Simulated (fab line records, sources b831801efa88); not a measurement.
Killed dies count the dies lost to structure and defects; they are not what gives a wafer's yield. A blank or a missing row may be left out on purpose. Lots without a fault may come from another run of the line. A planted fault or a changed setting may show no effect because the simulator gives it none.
Which tool did it?    flow gf180mcu    36 wafers from 12 lots sampled at 7 of the route's 602 steps

== WHAT EACH GAUGE READ, for each wafer ==
GF_VT_IMPLANT_RS_MEAS_48: uses a four-point probe to measure.
lot   measured      on             LVPWELL_RS (ohm/sq)
L517  day 7 19:33   film metro-04  1196 1198 1194
L518  day 8 02:26   film metro-04  1197 1198 1196
L520  day 8 14:05   film metro-02  1197 1198 1196
L523  day 9 13:39   film metro-02  1196 1200 1198
L524  day 9 21:04   film metro-03  1198 1199 1200
L525  day 10 02:40  film metro-04  1200 1199 1198
L530  day 11 09:25  film metro-02  1199 1202 1202
L531  day 11 18:32  film metro-03  1195 1191 1188
L534  day 12 13:05  film metro-02  1198 1200 1197
L535  day 12 22:47  film metro-04  1196 1199 1198
L536  day 13 05:33  film metro-03  1195 1196 1195
L537  day 13 13:41  film metro-02  1196 1197 1196

GF_HV_LDD_CD_MEAS_07 targets a cd of 400 nm.
lot   measured      on         cd nm (nm)
L517  day 10 05:25  cd sem-02  398.2 396.6 397.2
L518  day 10 13:53  cd sem-01  401.1 401.6 400.7
L520  day 11 02:39  cd sem-01  401.5 401.1 401.9
L523  day 12 04:52  cd sem-02  397.5 396.3 398.0
L524  day 12 12:38  cd sem-02  397.1 397.0 397.9
L525  day 12 17:45  cd sem-01  400.5 402.8 402.7
L530  day 14 05:23  cd sem-02  396.5 398.6 401.1
L531  day 14 14:01  cd sem-01  398.0 398.9 397.8
L534  day 15 10:37  cd sem-01  403.6 403.2 403.7
L535  day 15 21:32  cd sem-02  402.8 403.6 402.2
L536  day 16 06:43  cd sem-02  401.4 402.9 399.7
L537  day 16 11:27  cd sem-02  401.7 402.2 401.7

GF_HV_LDD_CD_MEAS_19 targets a cd of 400 nm.
lot   measured      on         cd nm (nm)
L517  day 11 00:07  cd sem-01  399.1 399.2 399.0
L518  day 11 07:59  cd sem-01  399.1 397.3 397.4
L520  day 11 21:38  cd sem-02  399.7 401.7 401.9
L523  day 13 00:55  cd sem-02  400.2 401.8 400.6
L524  day 13 08:30  cd sem-02  400.7 399.5 398.4
L525  day 13 13:48  cd sem-01  - - -
L530  day 15 03:17  cd sem-01  401.4 399.1 401.7
L531  day 15 11:16  cd sem-01  396.8 397.6 397.4
L534  day 16 08:22  cd sem-02  400.0 400.0 398.3
L535  day 16 19:42  cd sem-02  399.3 401.2 399.1
L536  day 17 05:22  cd sem-02  397.2 394.9 395.9
L537  day 17 10:28  cd sem-02  396.8 397.7 396.5

GF_HV_LDD_TW_MEAS_23.
lot   measured      on             HV_LDD_2_TW
L517  day 11 00:31  film metro-03  1060 1062 1059
L518  day 11 08:24  film metro-02  1052 1049 1056
L520  day 11 22:02  film metro-02  1050 1056 1058
L523  day 13 01:18  film metro-03  1059 1051 1060
L524  day 13 08:55  film metro-04  1065 1064 1067
L525  day 13 14:13  film metro-02  30 30 30
L530  day 15 03:41  film metro-03  1061 1059 1061
L531  day 15 11:39  film metro-02  1058 1065 1065
L534  day 16 08:46  film metro-02  1056 1054 1051
L535  day 16 20:07  film metro-04  1067 1065 1063
L536  day 17 05:46  film metro-02  1055 1058 1061
L537  day 17 10:50  film metro-03  1061 1059 1058

GF_HV_LDD_TW_MEAS_50.
lot   measured      on             HV_LDD_4_TW
L517  day 12 15:00  film metro-04  569 575 574
L518  day 13 00:11  film metro-02  571 571 573
L520  day 13 14:31  film metro-03  565 567 566
L523  day 14 19:28  film metro-04  575 574 577
L524  day 15 03:48  film metro-02  574 573 570
L525  day 15 08:04  film metro-02  1104 1108 1111
L530  day 17 00:45  film metro-04  571 572 571
L531  day 17 10:11  film metro-04  569 571 575
L534  day 18 07:48  film metro-04  574 575 569
L535  day 18 20:01  film metro-02  573 576 574
L536  day 19 05:30  film metro-03  568 566 571
L537  day 19 11:41  film metro-03  569 568 565

== WHAT TOOL EACH LOT RAN ON (gives the tool, then ch and the chambers of the sampled wafers, and finally the start) ==
lot   GF_DUAL_GATE_STRIP_13                 GF_HV_LDD_EXPOSE_16
L517  plasma asher-03 ch 0,1, day 8 13:44   iline stepper-02 ch 0, day 10 15:07
L518  plasma asher-01 ch 0,1, day 8 21:44   iline stepper-02 ch 0, day 10 22:51
L520  plasma asher-03 ch 0,1, day 9 09:19   iline stepper-02 ch 0, day 11 12:02
L523  plasma asher-04 ch 1, day 10 09:14    iline stepper-01 ch 0, day 12 15:13
L524  plasma asher-04 ch 0,1, day 10 16:46  iline stepper-02 ch 0, day 12 23:22
L525  plasma asher-01 ch 0,1, day 10 23:17  iline stepper-02 ch 0, day 13 04:05
L530  plasma asher-04 ch 1, day 12 06:23    iline stepper-02 ch 0, day 14 16:22
L531  plasma asher-01 ch 1, day 12 16:59    iline stepper-02 ch 0, day 15 00:58
L534  plasma asher-01 ch 0,1, day 13 11:09  iline stepper-02 ch 0, day 15 22:24
L535  plasma asher-03 ch 0,1, day 13 21:40  iline stepper-01 ch 0, day 16 08:46
L536  plasma asher-04 ch 0,1, day 14 03:10  iline stepper-01 ch 0, day 16 17:52
L537  plasma asher-03 ch 0,1, day 14 12:05  iline stepper-02 ch 0, day 16 23:31
- GF_DUAL_GATE_STRIP_13: strips in O2/N2.
- GF_HV_LDD_EXPOSE_16: exposes mask Pplus LV AREA, target cd 400 nm.

== WHAT THE TOOLS THEMSELVES READ (means of the sampled wafers that have a number; where no wafer has one, the mark that the record gives instead) ==
GF_DUAL_GATE_STRIP_13.
lot   tool             drypump motor current A (A)  heater power w (W)  oes product au (a.u.)  strip time to endpoint s (s)
L517  plasma asher-03  5.93                         326                 0.718                  12.68
L518  plasma asher-01  5.85                         330                 0.711                  12.56
L520  plasma asher-03  5.94                         325                 0.716                  12.61
L523  plasma asher-04  5.56                         345                 0.714                  12.62
L524  plasma asher-04  5.67                         323                 0.714                  12.60
L525  plasma asher-01  5.92                         347                 0.714                  12.57
L530  plasma asher-04  5.61                         346                 0.714                  12.64
L531  plasma asher-01  5.97                         368                 0.714                  12.67
L534  plasma asher-01  5.86                         333                 0.715                  12.63
L535  plasma asher-03  6.06                         334                 0.717                  12.62
L536  plasma asher-04  5.63                         337                 0.712                  12.67
L537  plasma asher-03  6.06                         334                 0.719                  12.62

== THE ANSWER, worked out from the rows above alone ==
Rule: what is usual is taken from the lots themselves. Put in order of their means at a reading, lots are off if they are a third of the lots or fewer, leave a main group of 4 or more, and stand apart from it by a gap of 3 or more times the standard deviation of the main group's means; of several such gaps the widest counts. Not used: any main group whose means are identical at the precision the tables above print for the reading. A lot without any number at a reading at which 4 lots or more have one is off too. The other lots that the step has rows for count as sound. Order of review: gauges by route order, followed by the tools' own readings, for which a lot's mean as printed above is used. The first step at which some lot is off is used, and at that step the reading that is off furthest; a lot without a number counts as furthest.
Off: L525, at GF_HV_LDD_CD_MEAS_19 (cd nm). Without a number there: L525. Mean 399.0 nm and standard deviation 1.6 in the main group.
If a tool, at a process step before that reading, ran all the lots that are off and no sound lot after the first of them, it fits. Not tried: the gauges at GF_HV_LDD_CD_MEAS_19; whatever is off there is also off at GF_HV_LDD_TW_MEAS_23, on other tools, and gauge error can't account for it. No candidate that was tried fits.

== WHAT THE SIMULATOR HAD INSERTED ==
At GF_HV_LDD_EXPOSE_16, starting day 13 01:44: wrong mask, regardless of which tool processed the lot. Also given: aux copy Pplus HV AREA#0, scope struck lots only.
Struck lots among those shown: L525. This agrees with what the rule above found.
